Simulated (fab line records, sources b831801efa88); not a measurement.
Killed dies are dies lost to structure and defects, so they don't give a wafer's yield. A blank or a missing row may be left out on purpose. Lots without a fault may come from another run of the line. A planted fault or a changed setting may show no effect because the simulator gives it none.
Which tool did it? | flow gf180mcu | 15 lots, 44 wafers sampled, at 5 steps of a route of 602

WHAT THE GAUGES READ, wafer by wafer
GF_NWELL_OVL_MEAS_07.
lot  | measured    | on         | NWELL_OVL (nm)
L883 | day 3 07:54 | overlay-01 | -1.1 -1.3
L886 | day 3 22:31 | overlay-01 | 1.9 -0.8 1.2
L887 | day 4 06:05 | overlay-01 | -0.4 0.0 -0.7
L888 | day 4 10:33 | overlay-02 | -0.5 -2.4 -1.1
L889 | day 4 15:35 | overlay-02 | 0.4 -0.7 -0.4
L890 | day 5 02:10 | overlay-01 | 0.6 0.3 1.5
L892 | day 5 11:51 | overlay-01 | -2.3 -2.5 -1.3
L893 | day 5 18:04 | overlay-02 | 0.0 0.6 -1.7
L895 | day 6 05:10 | overlay-01 | 1.4 1.3 1.4
L896 | day 6 10:21 | overlay-01 | -3.3 -6.8 -2.4
L898 | day 6 19:26 | overlay-01 | -0.5 0.0 -0.9
L900 | day 7 04:40 | overlay-02 | -1.2 -0.6 -1.0
L902 | day 7 15:09 | overlay-02 | -97.6 -97.0 -99.2
L904 | day 8 04:44 | overlay-01 | -98.0 -96.9 -97.5
L905 | day 8 10:03 | overlay-01 | -98.7 -97.5 -97.3

GF_POLY_GATE_OVL_MEAS_11.
lot  | measured     | on         | POLY_GATE_OVL (nm)
L883 | day 9 02:21  | overlay-01 | 3 -1
L886 | day 9 20:17  | overlay-01 | -5 -6 3
L887 | day 10 07:07 | overlay-02 | -12 -6 -8
L888 | day 10 13:18 | overlay-01 | 0 -5 -2
L889 | day 10 22:06 | overlay-02 | 3 5 -2
L890 | day 11 11:37 | overlay-01 | -2 3 7
L892 | day 11 23:55 | overlay-02 | 2 4 -4
L893 | day 12 07:00 | overlay-02 | -4 -1 -2
L895 | day 12 22:26 | overlay-01 | -5 -1 -1
L896 | day 13 01:49 | overlay-02 | -10 -5 -10
L898 | day 13 17:27 | overlay-02 | -10 -7 -16
L900 | day 14 05:45 | overlay-02 | -9 -4 -6
L902 | day 14 21:27 | overlay-01 | 5 -3 1
L904 | day 15 14:40 | overlay-02 | 1 1 -2
L905 | day 16 03:09 | overlay-02 | -4 -10 -17

GF_HV_LDD_OVL_MEAS_08.
lot  | measured     | on         | HV_LDD_OVL (nm)
L883 | day 9 23:10  | overlay-01 | 0.6 2.3
L886 | day 10 16:36 | overlay-02 | 1.0 0.1 0.0
L887 | day 11 03:40 | overlay-01 | -1.8 -0.2 0.0
L888 | day 11 10:07 | overlay-02 | -1.1 -1.1 -0.6
L889 | day 11 18:34 | overlay-02 | 1.1 -0.1 -1.3
L890 | day 12 08:32 | overlay-01 | 0.2 0.5 -0.1
L892 | day 12 20:58 | overlay-02 | -2.0 -1.2 -1.7
L893 | day 13 04:34 | overlay-02 | 1.3 -0.6 1.4
L895 | day 13 21:55 | overlay-02 | 1.3 -2.0 -0.8
L896 | day 14 00:19 | overlay-02 | -1.0 -0.5 0.5
L898 | day 14 15:43 | overlay-01 | 2.2 2.3 2.7
L900 | day 15 04:44 | overlay-02 | 0.8 -1.7 -0.9
L902 | day 15 22:46 | overlay-02 | 1.0 1.7 0.3
L904 | day 16 19:34 | overlay-02 | -1.8 -1.9 0.0
L905 | day 17 05:55 | overlay-01 | 1.6 2.4 1.4

GF_HV_LDD_TW_MEAS_23.
lot  | measured     | on            | HV_LDD_2_TW
L883 | day 10 17:51 | film_metro-04 | 1049 1043
L886 | day 11 12:00 | film_metro-03 | 1044 1037 1041
L887 | day 11 22:54 | film_metro-04 | 1053 1054 1053
L888 | day 12 05:39 | film_metro-04 | 1049 1050 1056
L889 | day 12 14:15 | film_metro-01 | 1064 1063 1062
L890 | day 13 04:34 | film_metro-01 | 1056 1055 1062
L892 | day 13 17:36 | film_metro-01 | 1060 1061 1060
L893 | day 14 01:48 | film_metro-01 | 1065 1065 1059
L895 | day 14 19:40 | film_metro-03 | 1036 1035 1036
L896 | day 14 21:15 | film_metro-04 | 1054 1045 1052
L898 | day 15 12:54 | film_metro-01 | 1057 1063 1058
L900 | day 16 02:32 | film_metro-01 | 1062 1062 1065
L902 | day 16 20:49 | film_metro-04 | 1053 1056 1055
L904 | day 17 17:51 | film_metro-01 | 1066 1057 1059
L905 | day 18 04:31 | film_metro-03 | 1026 1029 1027

WHICH TOOL RAN EACH LOT (tool, then ch and the chambers of the sampled wafers, then the start)
lot  | GF_NWELL_EXPOSE_04
L883 | iline_stepper-02 ch 0, day 3 01:44
L886 | iline_stepper-01 ch 0, day 3 16:54
L887 | iline_stepper-01 ch 0, day 3 23:51
L888 | iline_stepper-02 ch 0, day 4 04:14
L889 | iline_stepper-01 ch 0, day 4 09:20
L890 | iline_stepper-02 ch 0, day 4 19:40
L892 | iline_stepper-02 ch 0, day 5 04:50
L893 | iline_stepper-01 ch 0, day 5 11:22
L895 | iline_stepper-02 ch 0, day 5 21:47
L896 | iline_stepper-02 ch 0, day 6 03:16
L898 | iline_stepper-02 ch 0, day 6 12:14
L900 | iline_stepper-02 ch 0, day 6 21:07
L902 | iline_stepper-02 ch 0, day 7 07:38
L904 | iline_stepper-02 ch 0, day 7 21:22
L905 | iline_stepper-02 ch 0, day 8 02:04
- GF_NWELL_EXPOSE_04: exposes mask Nwell, target cd 860 nm.

WHAT THE TOOLS THEMSELVES READ (means of the sampled wafers that have a number; where no wafer has one, the mark that the record gives instead)
GF_NWELL_EXPOSE_04.
lot  | tool             | exposure_dose_mJ_cm2
L883 | iline_stepper-02 | 259.90
L886 | iline_stepper-01 | 259.60
L887 | iline_stepper-01 | 259.75
L888 | iline_stepper-02 | 259.96
L889 | iline_stepper-01 | 259.82
L890 | iline_stepper-02 | 260.37
L892 | iline_stepper-02 | 260.11
L893 | iline_stepper-01 | 260.05
L895 | iline_stepper-02 | 259.64
L896 | iline_stepper-02 | 259.88
L898 | iline_stepper-02 | 259.90
L900 | iline_stepper-02 | 260.31
L902 | iline_stepper-02 | 259.76
L904 | iline_stepper-02 | 260.06
L905 | iline_stepper-02 | 260.26

THE ANSWER, worked out from the rows above alone
Rule: what is usual is taken from the lots themselves. Put in order of their means at a reading, lots are off if they are a third of the lots or fewer, leave a main group of 4 or more, and stand apart from it by a gap of 3 or more times the standard deviation of the main group's means; of several such gaps the widest counts. A main group whose means are all the same, to the digits that the tables above print for the reading, isn't used. A lot without any number at a reading at which 4 lots or more have one is off too. The other lots that the step has rows for count as sound. The gauges are gone through in route order, then the tools' own readings, and for those a lot's mean is taken as printed above. The first step at which some lot is off is used, and at that step the reading that is off furthest; a lot without a number counts as furthest.
Off: L902, L904, L905, at GF_NWELL_OVL_MEAS_07 (NWELL_OVL). The main group: mean -0.7 nm, standard deviation 1.4.
A tool fits if, at a process step before that reading, it ran every lot that is off, and no sound lot after the first of them. The gauges at GF_NWELL_OVL_MEAS_07 are tried like those tools. One fits: iline_stepper-02 at GF_NWELL_EXPOSE_04. Its last sound lot is L900 (day 6 21:07), its first lot that is off L902 (day 7 07:38): a fault that began between those two fits.

WHAT THE SIMULATOR HAD PUT IN
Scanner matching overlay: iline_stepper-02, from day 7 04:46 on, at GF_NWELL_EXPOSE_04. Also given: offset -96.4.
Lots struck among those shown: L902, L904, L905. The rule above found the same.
